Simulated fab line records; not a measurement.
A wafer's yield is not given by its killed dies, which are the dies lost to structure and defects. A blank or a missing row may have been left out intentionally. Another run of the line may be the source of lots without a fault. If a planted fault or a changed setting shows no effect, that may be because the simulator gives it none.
Chamber matching    flow sky130    SKY_VIA4_CMP_02 on cmp-02: 4 sister chambers
The step polishes SiO2. 4 wafers are shown with their chamber, then 12 later ones without.

== EACH WAFER AND ITS CHAMBER ==
wafer   chamber  motor-current-A (A)
L088.5  3        10.6
L088.6  2        12.8
L090.1  1        11.0
L090.5  0        13.5

== WAFERS MISSING THEIR CHAMBER ==
wafer   motor-current-A (A)
L092.1  10.6
L092.3  13.7
L092.5  10.9
L095.2  12.3
L095.3  13.4
L095.5  10.7
L096.1  13.6
L096.3  13.9
L096.4  10.9
L097.1  11.6
L097.2  14.1
L097.5  13.0

== WHICH CHAMBER EACH WENT THROUGH ==
wafer    from the rows above            in truth
L092.1   can't be placed: 3 or 1        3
L092.3   0                              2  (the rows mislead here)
L092.5   can't be placed: 1 or 3        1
L095.2   2                              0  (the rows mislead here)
L095.3   can't be placed: 0 or 2        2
L095.5   can't be placed: 3 or 1        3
L096.1   0                              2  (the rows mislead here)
L096.3   0                              0
L096.4   can't be placed: 1 or 3        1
L097.1   can't be placed: 1 or 3 or 2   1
L097.2   0                              0
L097.5   can't be placed: 2 or 0        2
2 of 12 placed correctly. Unplaceable from these rows: 7, with the true chamber sitting among the candidates in 7. 3 placed wrongly.
How it was worked out, from the rows above alone: a wafer's distance from a chamber is the root of the sum, over the readings, of the square of ((its reading less the chamber's mean) divided by the reading's scatter). The wafer belongs to the nearest chamber; if the next one is less than 2 further off, it can't be placed. A chamber's mean is the mean of its shown wafers. The scatter: root of mean squared gap, hidden wafer to nearest shown wafer, with one shown wafer a chamber.
